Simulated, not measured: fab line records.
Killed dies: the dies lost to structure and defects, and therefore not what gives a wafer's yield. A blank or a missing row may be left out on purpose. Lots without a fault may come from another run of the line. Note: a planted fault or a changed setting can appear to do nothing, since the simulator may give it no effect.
Which of the tools did it?	flow sky130	12 lots, 36 wafers sampled, at 4 steps of a route of 708

## WHAT THE GAUGES READ, wafer by wafer
SKY_VIA1_BOW_MEAS_03. Usual: VIA1_BOW gives 80 um (standard deviation 7.4).
lot	measured	on	VIA1_BOW (um)	flag
L591	day 32 22:08	film metro-02	78 81 78	
L592	day 33 06:40	film metro-04	77 76 93	
L593	day 34 01:02	film metro-03	82 69 82	
L595	day 34 11:47	film metro-04	84 84 91	
L596	day 34 19:39	film metro-03	88 83 80	
L597	day 34 22:27	film metro-02	77 68 75	
L598	day 35 05:20	film metro-04	69 65 81	
L605	day 37 10:54	film metro-04	79 77 77	
L607	day 38 06:35	film metro-03	64 78 77	
L610	day 39 03:57	film metro-04	87 76 82	
L612	day 40 01:03	film metro-03	78 88 75	
L614	day 40 17:02	film metro-03	73 81 82	

SKY_VIA2_THK_MEAS_01. Usual: VIA2_HDPCVD_THK gives 1182 nm (standard deviation 11).
lot	measured	on	VIA2_HDPCVD_THK (nm)	flag
L591	day 35 06:28	film metro-01	1176 1174 1175	
L592	day 35 13:52	film metro-03	1170 1181 1177	
L593	day 36 09:05	film metro-03	1192 1189 1176	
L595	day 36 19:47	film metro-04	1168 1174 1165	
L596	day 37 02:27	film metro-04	1186 1186 1192	
L597	day 37 06:59	film metro-01	1178 1167 1186	
L598	day 37 12:46	film metro-01	1175 1195 1180	
L605	day 39 17:29	film metro-04	1203 1188 1195	
L607	day 40 11:35	film metro-01	1432 1420 1178	OFF
L610	day 41 08:46	film metro-01	1188 1188 1180	
L612	day 42 05:23	film metro-01	1189 1191 1188	
L614	day 42 20:58	film metro-03	1186 1205 1192	

## TOOL THAT RAN EACH LOT (tool first, then ch and the chambers of the sampled wafers, then the start)
lot	SKY_VIA1_CMP_24	SKY_VIA2_HDPCVD_00
L591	cmp-01 ch 0,1,3, day 34 02:01	hdpcvd-02 ch 0,1,2, day 35 06:23
L592	cmp-02 ch 0,3, day 34 10:07	hdpcvd-01 ch 0,1,2, day 35 13:47
L593	cmp-02 ch 1,3, day 35 04:43	hdpcvd-01 ch 1,2, day 36 08:58
L595	cmp-01 ch 1,3, day 35 15:32	hdpcvd-02 ch 0,1, day 36 19:38
L596	cmp-01 ch 0,1,2, day 35 22:19	hdpcvd-01 ch 0,1,2, day 37 02:19
L597	cmp-01 ch 0,1,2, day 36 02:48	hdpcvd-01 ch 1,2, day 37 06:52
L598	cmp-01 ch 1,3, day 36 09:36	hdpcvd-01 ch 0,2, day 37 12:37
L605	cmp-01 ch 0,2,3, day 38 13:53	hdpcvd-02 ch 0,1,2, day 39 17:22
L607	cmp-02 ch 0,1, day 39 08:21	hdpcvd-01 ch 0,2, day 40 11:26
L610	cmp-02 ch 0,1,3, day 40 05:59	hdpcvd-02 ch 0,1, day 41 08:39
L612	cmp-01 ch 0,1,2, day 41 03:11	hdpcvd-02 ch 0,2, day 42 05:15
L614	cmp-02 ch 0,1,3, day 41 18:26	hdpcvd-02 ch 0,1,2, day 42 20:50
- SKY_VIA1_CMP_24: polishes, stops on SiO2, t overpolish 15 s, target thk 0 nm.
- SKY_VIA2_HDPCVD_00: deposits SiO2, target thk 1180 nm, time 196.7 s.

## WHAT THE TOOLS THEMSELVES READ (means of the sampled wafers that have a number; where no wafer has one, the mark that the record gives instead)
SKY_VIA1_CMP_24. Usual: motor current A 10.8 A, standard deviation 1.1; overpolish run s 15.000 s, standard deviation 0.0083; time to endpoint s 66 s, standard deviation 3.6.
lot	tool	motor current A (A)	overpolish run s (s)	time to endpoint s (s)	flag
L591	cmp-01	11.2	14.997	72	
L592	cmp-02	10.6	15.008	66	
L593	cmp-02	11.3	15.004	64	
L595	cmp-01	11.6	15.003	69	
L596	cmp-01	9.9	14.998	66	
L597	cmp-01	10.1	15.003	66	
L598	cmp-01	12.1	15.000	69	
L605	cmp-01	10.4	15.006	67	
L607	cmp-02	10.2	15.002	60	
L610	cmp-02	11.0	15.005	65	
L612	cmp-01	10.4	14.998	68	
L614	cmp-02	10.8	14.993	67	

SKY_VIA2_HDPCVD_00. Usual: sih4 flow sccm reads 60.00 sccm (standard deviation 0.17).
lot	tool	sih4 flow sccm (sccm)	flag
L591	hdpcvd-02	60.10	
L592	hdpcvd-01	59.80	
L593	hdpcvd-01	59.91	
L595	hdpcvd-02	59.89	
L596	hdpcvd-01	60.09	
L597	hdpcvd-01	60.13	
L598	hdpcvd-01	59.82	
L605	hdpcvd-02	60.05	
L607	hdpcvd-01	68.25	OFF
L610	hdpcvd-02	60.07	
L612	hdpcvd-02	59.98	
L614	hdpcvd-02	60.02	

## THE ANSWER, worked out from the rows above alone
Rule: lot off if the mean of its wafers having a number is beyond 3 standard deviations from the usual mean. A lot without any number at a reading at which 4 lots or more have one is off too. All remaining lots with rows at the step are treated as sound. After the gauges, taken in route order, come the tools' own readings; for these a lot's mean is taken, as printed above. The first step at which some lot is off is used, and at that step the reading that is off furthest; a lot without a number counts as furthest.
Off: at SKY_VIA2_THK_MEAS_01 (VIA2_HDPCVD_THK), L607.
A tool fits if, at a process step before that reading, it ran every lot that is off, and no sound lot after the first of them. The gauges at SKY_VIA2_THK_MEAS_01 aren't tried: what is off there is off at SKY_VIA2_HDPCVD_00 too, on other tools, and a gauge's error can't cause that. One fits: hdpcvd-01 at SKY_VIA2_HDPCVD_00. A fault onset in the window from L598 (day 37 12:37, its last sound lot) to L607 (day 40 11:26, its first lot off) fits.
On the lots that are off, the tool's own readings at SKY_VIA2_HDPCVD_00 differ by more than 5 times the standard deviation of the sound lots' means, which bears it out; sih4 flow sccm reads 68.25 sccm there versus 59.99 sccm on the sound lots.

## WHAT HAD BEEN PUT IN BY THE SIMULATOR
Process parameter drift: hdpcvd-01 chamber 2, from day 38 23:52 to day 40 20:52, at SKY_VIA2_HDPCVD_00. Setting sih4 flow sccm, moved by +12, from 60. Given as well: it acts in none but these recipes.
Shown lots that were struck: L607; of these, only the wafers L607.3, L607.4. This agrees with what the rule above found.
